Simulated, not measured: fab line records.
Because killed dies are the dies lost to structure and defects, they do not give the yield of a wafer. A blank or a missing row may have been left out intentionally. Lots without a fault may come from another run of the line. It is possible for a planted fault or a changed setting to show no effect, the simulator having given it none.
A single fault, viewed from 2 desks	flow gf180mcu	numbers are kept per desk, each desk with only its own; the story behind them comes last

## TOOL OWNER'S DESK, lithoTrack-01
The tool's own readings at GF_HV_LDD_DEVELOP_06 (develop time 60 s): means of the sampled wafers that have a number, for each lot that ran on this tool. The brackets show how far a lot's mean lies from the usual mean; more than 4 standard deviations puts the lot out of limits, marked OUT.
Columns: A = developerTempC at GF_HV_LDD_DEVELOP_06, usual 23.01 C
lot	first seen here	A
L581	day 10 14:32	22.99
L582	day 10 23:56	22.92
L584	day 11 16:05	22.86
L589	day 13 02:59	22.91
L593	day 14 09:26	25.30 (+21) OUT
L595	day 14 21:38	25.34 (+21) OUT
Finding of this desk: L593, L595 out of limits; the first was L593 at day 14 09:26, on developerTempC at GF_HV_LDD_DEVELOP_06. Within limits: L581, L582, L584, L589.

## METROLOGY DESK
Means of the sampled wafers that have a number, per lot and without regard to the tool the lot ran on: this is what the gauges read. The brackets show how far a lot's mean lies from the usual mean; more than 4 standard deviations puts the lot out of limits, marked OUT.
Columns: A = cdNm at GF_HV_LDD_CD_MEAS_07, usual 400.0 nm; B = cdNm at GF_HV_LDD_CD_MEAS_19, usual 400.6 nm
lot	first seen here	A	B
L579	day 9 21:41	398.4	400.8
L580	day 10 08:48	400.7	397.4
L581	day 10 14:41	396.0	399.5
L582	day 11 00:05	400.2	401.6
L583	day 11 04:49	401.1	401.7
L584	day 11 16:14	400.5	402.5
L585	day 11 18:19	403.0	400.5
L586	day 12 09:22	402.0	400.7
L587	day 12 12:35	401.4	398.3
L589	day 13 03:08	400.7	404.0
L593	day 14 09:35	395.1	402.0
L594	day 14 15:11	397.7	399.6
L595	day 14 21:47	391.9	402.1
This desk found nothing out of limits on any of the 13 lots.

## PUT TOGETHER
The tool owner's desk could have raised an alarm at day 14 09:26, on L593, L595.
Metrology desk: nothing out of limits seen.
The metrology desk has L593, L595 on record, within its limits.
The lots listed all ran GF_HV_LDD_DEVELOP_06 on lithoTrack-01.

## WHAT THE SIMULATOR HAD INSERTED
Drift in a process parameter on lithoTrack-01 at GF_HV_LDD_DEVELOP_06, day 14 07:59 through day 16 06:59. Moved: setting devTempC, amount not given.
Shown lots that were struck: L593, L595.
How many hours passed from the start of the fault until each desk's first out-of-limits reading: the tool owner's desk, 1.
